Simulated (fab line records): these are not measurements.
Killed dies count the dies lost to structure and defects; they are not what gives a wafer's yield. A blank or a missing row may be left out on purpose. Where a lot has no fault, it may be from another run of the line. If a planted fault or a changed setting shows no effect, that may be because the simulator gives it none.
The tool behind it: which one? / flow sfqLine / 15 lots (42 wafers sampled), 1 step of a 325-step route

== WHAT EACH GAUGE READ, for each wafer ==
SFQ_INCOMING_BOW_MEAS_900. Usual: INCOMING_BOW gives 0 um (standard deviation 6.3).
lot=L134; measured=day 1 15:01; on=filmMetro-02; INCOMING_BOW (um)=-1 -4 4; flag=
lot=L135; measured=day 1 20:00; on=filmMetro-01; INCOMING_BOW (um)=7 0 11; flag=
lot=L136; measured=day 2 01:00; on=filmMetro-02; INCOMING_BOW (um)=4 6 -4; flag=
lot=L137; measured=day 2 06:00; on=filmMetro-02; INCOMING_BOW (um)=1 4 5; flag=
lot=L140; measured=day 2 21:00; on=filmMetro-02; INCOMING_BOW (um)=-3 -2 -8; flag=
lot=L141; measured=day 3 02:02; on=filmMetro-01; INCOMING_BOW (um)=3 8 -1; flag=
lot=L142; measured=day 3 07:00; on=filmMetro-03; INCOMING_BOW (um)=-6 3 5; flag=
lot=L143; measured=day 3 12:02; on=filmMetro-03; INCOMING_BOW (um)=3 -6 5; flag=
lot=L144; measured=day 3 17:00; on=filmMetro-03; INCOMING_BOW (um)=10 0 6; flag=
lot=L145; measured=day 3 22:01; on=filmMetro-02; INCOMING_BOW (um)=-8 10 -1; flag=
lot=L148; measured=day 4 13:05; on=filmMetro-03; INCOMING_BOW (um)=-8 -10 2; flag=
lot=L151; measured=day 5 04:00; on=filmMetro-02; INCOMING_BOW (um)=-15 3; flag=
lot=L152; measured=day 5 09:00; on=filmMetro-02; INCOMING_BOW (um)=-2 10; flag=
lot=L155; measured=day 6 00:04; on=filmMetro-02; INCOMING_BOW (um)=7 8; flag=
lot=L156; measured=day 6 05:01; on=filmMetro-01; INCOMING_BOW (um)=-6 9 -2; flag=

== EACH LOT AND THE TOOL THAT RAN IT (in order: tool; ch and the chambers of the sampled wafers; start) ==
The record holds no process step before these readings.

== AS READ BY THE TOOLS THEMSELVES (means over the sampled wafers that have a number; for cases with no such wafer, the mark the record gives instead) ==
The record holds no such reading with a usual standard deviation.

== THE ANSWER, worked out from the rows above alone ==
Rule: lot off if the mean of its wafers having a number is beyond 3 standard deviations from the usual mean. Also off: a lot with no number at a reading for which 4 or more lots have one. The other lots that the step has rows for count as sound. The gauges are gone through in route order, then the tools' own readings, and for those a lot's mean is taken as printed above. At the first step where some lot is off, the reading lying furthest off is the one used; lots without a number count as furthest.
Nothing can be told from this: no lot is off at any reading shown.

== WHAT THE SIMULATOR HAD PUT IN ==
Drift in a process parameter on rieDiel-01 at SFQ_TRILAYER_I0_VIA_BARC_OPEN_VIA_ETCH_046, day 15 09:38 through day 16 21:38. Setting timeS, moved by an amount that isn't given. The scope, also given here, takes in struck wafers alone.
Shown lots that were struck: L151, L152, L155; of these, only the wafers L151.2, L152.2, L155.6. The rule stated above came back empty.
